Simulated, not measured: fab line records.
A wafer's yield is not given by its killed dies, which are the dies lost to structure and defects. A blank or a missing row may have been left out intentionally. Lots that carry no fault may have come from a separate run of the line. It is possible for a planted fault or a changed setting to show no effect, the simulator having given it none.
The tool behind it: which one? / flow gf180mcu / 36 wafers from 12 lots sampled at 4 of the route's 602 steps

WHAT THE GAUGES READ, wafer by wafer
GF_PSD_RS_MEAS_14: measurement is done with a four-point probe. Usual: NSD_RS gives 46.12 ohm/sq (standard deviation 0.089).
lot=L554; measured=day 14 19:00; on=film metro-03; NSD_RS (ohm/sq)=46.04 46.04 46.06; flag=
lot=L557; measured=day 15 15:30; on=film metro-01; NSD_RS (ohm/sq)=46.13 46.10 46.14; flag=
lot=L558; measured=day 15 18:44; on=film metro-01; NSD_RS (ohm/sq)=46.28 46.15 46.10; flag=
lot=L560; measured=day 16 13:25; on=film metro-01; NSD_RS (ohm/sq)=46.23 46.27 46.17; flag=
lot=L561; measured=day 17 02:35; on=film metro-01; NSD_RS (ohm/sq)=46.08 46.24 46.07; flag=
lot=L562; measured=day 17 06:27; on=film metro-01; NSD_RS (ohm/sq)=46.22 46.21 46.12; flag=
lot=L564; measured=day 18 01:58; on=film metro-03; NSD_RS (ohm/sq)=45.98 46.05 46.04; flag=
lot=L565; measured=day 18 12:30; on=film metro-03; NSD_RS (ohm/sq)=43.31 43.19 43.31; flag=OFF
lot=L566; measured=day 18 20:14; on=film metro-01; NSD_RS (ohm/sq)=46.17 46.04 46.07; flag=
lot=L567; measured=day 19 02:02; on=film metro-02; NSD_RS (ohm/sq)=43.39 43.35 43.37; flag=OFF
lot=L572; measured=day 20 23:19; on=film metro-01; NSD_RS (ohm/sq)=46.01 46.10 46.15; flag=
lot=L574; measured=day 21 11:28; on=film metro-03; NSD_RS (ohm/sq)=46.10 46.15 46.10; flag=

GF_PSD_RS_MEAS_15: measurement is done with a four-point probe. Usual: PSD_RS gives 108.6 ohm/sq (standard deviation 0.31).
lot=L554; measured=day 14 19:07; on=film metro-03; PSD_RS (ohm/sq)=108.3 108.5 108.3; flag=
lot=L557; measured=day 15 15:37; on=film metro-01; PSD_RS (ohm/sq)=108.8 108.5 108.5; flag=
lot=L558; measured=day 15 18:51; on=film metro-01; PSD_RS (ohm/sq)=108.3 108.4 108.5; flag=
lot=L560; measured=day 16 13:32; on=film metro-01; PSD_RS (ohm/sq)=109.1 108.6 108.5; flag=
lot=L561; measured=day 17 02:43; on=film metro-01; PSD_RS (ohm/sq)=108.5 108.1 108.4; flag=
lot=L562; measured=day 17 06:34; on=film metro-01; PSD_RS (ohm/sq)=109.0 108.7 108.8; flag=
lot=L564; measured=day 18 02:05; on=film metro-03; PSD_RS (ohm/sq)=107.8 108.1 108.2; flag=
lot=L565; measured=day 18 12:37; on=film metro-03; PSD_RS (ohm/sq)=103.2 103.0 103.3; flag=OFF
lot=L566; measured=day 18 20:22; on=film metro-01; PSD_RS (ohm/sq)=108.3 108.7 108.3; flag=
lot=L567; measured=day 19 02:09; on=film metro-02; PSD_RS (ohm/sq)=103.1 103.0 103.1; flag=OFF
lot=L572; measured=day 20 23:26; on=film metro-01; PSD_RS (ohm/sq)=108.5 108.4 108.8; flag=
lot=L574; measured=day 21 11:35; on=film metro-03; PSD_RS (ohm/sq)=108.6 108.6 108.7; flag=

GF_V1_BOW_MEAS_05. Usual: V1_BOW gives 84 um (standard deviation 7).
lot=L554; measured=day 17 19:19; on=film metro-04; V1_BOW (um)=89 93 91; flag=
lot=L557; measured=day 18 20:33; on=film metro-01; V1_BOW (um)=91 92 83; flag=
lot=L558; measured=day 18 22:34; on=film metro-02; V1_BOW (um)=65 83 82; flag=
lot=L560; measured=day 19 16:34; on=film metro-01; V1_BOW (um)=68 94 80; flag=
lot=L561; measured=day 20 07:10; on=film metro-02; V1_BOW (um)=78 86 81; flag=
lot=L562; measured=day 20 10:45; on=film metro-02; V1_BOW (um)=92 94 88; flag=
lot=L564; measured=day 21 06:24; on=film metro-02; V1_BOW (um)=82 77 81; flag=
lot=L565; measured=day 21 18:12; on=film metro-01; V1_BOW (um)=81 84 86; flag=
lot=L566; measured=day 22 01:03; on=film metro-02; V1_BOW (um)=83 80 92; flag=
lot=L567; measured=day 22 06:30; on=film metro-02; V1_BOW (um)=78 95 92; flag=
lot=L572; measured=day 24 00:17; on=film metro-02; V1_BOW (um)=84 69 88; flag=
lot=L574; measured=day 24 12:55; on=film metro-04; V1_BOW (um)=78 85 91; flag=

WHAT TOOL EACH LOT RAN ON (gives the tool, then ch and the chambers of the sampled wafers, and finally the start)
lot=L554; GF_PSD_RTA_13=rtp anneal-02 ch 0, day 14 18:55
lot=L557; GF_PSD_RTA_13=rtp anneal-02 ch 0, day 15 15:25
lot=L558; GF_PSD_RTA_13=rtp anneal-02 ch 0, day 15 18:39
lot=L560; GF_PSD_RTA_13=rtp anneal-01 ch 0, day 16 13:20
lot=L561; GF_PSD_RTA_13=rtp anneal-01 ch 0, day 17 02:30
lot=L562; GF_PSD_RTA_13=rtp anneal-02 ch 0, day 17 06:22
lot=L564; GF_PSD_RTA_13=rtp anneal-01 ch 0, day 18 01:52
lot=L565; GF_PSD_RTA_13=rtp anneal-02 ch 0, day 18 12:24
lot=L566; GF_PSD_RTA_13=rtp anneal-01 ch 0, day 18 20:10
lot=L567; GF_PSD_RTA_13=rtp anneal-02 ch 0, day 19 01:57
lot=L572; GF_PSD_RTA_13=rtp anneal-01 ch 0, day 20 23:13
lot=L574; GF_PSD_RTA_13=rtp anneal-02 ch 0, day 21 11:22
- GF_PSD_RTA_13: time 20 s.

WHAT THE TOOLS THEMSELVES READ (means of the sampled wafers that have a number; where no wafer has one, the mark that the record gives instead)
GF_PSD_RTA_13. Usual: anneal temp c max 1029.0, standard deviation 1.5; lamp power pct 28.0 %, standard deviation 2; run length s 48.8 s, standard deviation 0.39; wafer_temp_C_max 1029.2, standard deviation 0.89.
lot=L554; tool=rtp anneal-02; anneal temp c max=1030.9; lamp power pct (%)=30.0; run length s (s)=48.3; wafer_temp_C_max=1029.3; flag=
lot=L557; tool=rtp anneal-02; anneal temp c max=1029.5; lamp power pct (%)=30.0; run length s (s)=48.4; wafer_temp_C_max=1029.2; flag=
lot=L558; tool=rtp anneal-02; anneal temp c max=1030.5; lamp power pct (%)=30.0; run length s (s)=48.5; wafer_temp_C_max=1028.9; flag=
lot=L560; tool=rtp anneal-01; anneal temp c max=1027.7; lamp power pct (%)=26.0; run length s (s)=49.0; wafer_temp_C_max=1029.1; flag=
lot=L561; tool=rtp anneal-01; anneal temp c max=1028.0; lamp power pct (%)=26.0; run length s (s)=48.9; wafer_temp_C_max=1029.5; flag=
lot=L562; tool=rtp anneal-02; anneal temp c max=1030.1; lamp power pct (%)=30.0; run length s (s)=48.4; wafer_temp_C_max=1028.9; flag=
lot=L564; tool=rtp anneal-01; anneal temp c max=1027.3; lamp power pct (%)=26.0; run length s (s)=49.2; wafer_temp_C_max=1029.7; flag=
lot=L565; tool=rtp anneal-02; anneal temp c max=1030.4; lamp power pct (%)=30.0; run length s (s)=62.8; wafer_temp_C_max=1029.2; flag=OFF
lot=L566; tool=rtp anneal-01; anneal temp c max=1027.9; lamp power pct (%)=26.0; run length s (s)=49.2; wafer_temp_C_max=1030.3; flag=
lot=L567; tool=rtp anneal-02; anneal temp c max=1029.5; lamp power pct (%)=30.0; run length s (s)=62.7; wafer_temp_C_max=1029.2; flag=OFF
lot=L572; tool=rtp anneal-01; anneal temp c max=1028.3; lamp power pct (%)=26.0; run length s (s)=49.0; wafer_temp_C_max=1029.9; flag=
lot=L574; tool=rtp anneal-02; anneal temp c max=1029.5; lamp power pct (%)=30.0; run length s (s)=48.2; wafer_temp_C_max=1028.9; flag=

THE ANSWER, worked out from the rows above alone
Rule: a lot counts as off when the mean over its wafers that have a number is more than 3 standard deviations away from the usual mean. Also off: a lot with no number at a reading for which 4 or more lots have one. Where the step has rows for the other lots, those lots are counted as sound. First the gauges in route order, then the tools' own readings, where a lot's mean is used as printed above. At the first step where some lot is off, the reading lying furthest off is the one used; lots without a number count as furthest.
Off: L565, L567, seen at GF_PSD_RS_MEAS_14 (NSD_RS).
If a tool, at a process step before that reading, ran all the lots that are off and no sound lot after the first of them, it fits. The gauges at GF_PSD_RS_MEAS_14 aren't tried: what is off there is off at GF_PSD_RTA_13 too, on other tools, and a gauge's error can't cause that. Of those tried, none fits.

WHAT WAS PUT IN BY THE SIMULATOR
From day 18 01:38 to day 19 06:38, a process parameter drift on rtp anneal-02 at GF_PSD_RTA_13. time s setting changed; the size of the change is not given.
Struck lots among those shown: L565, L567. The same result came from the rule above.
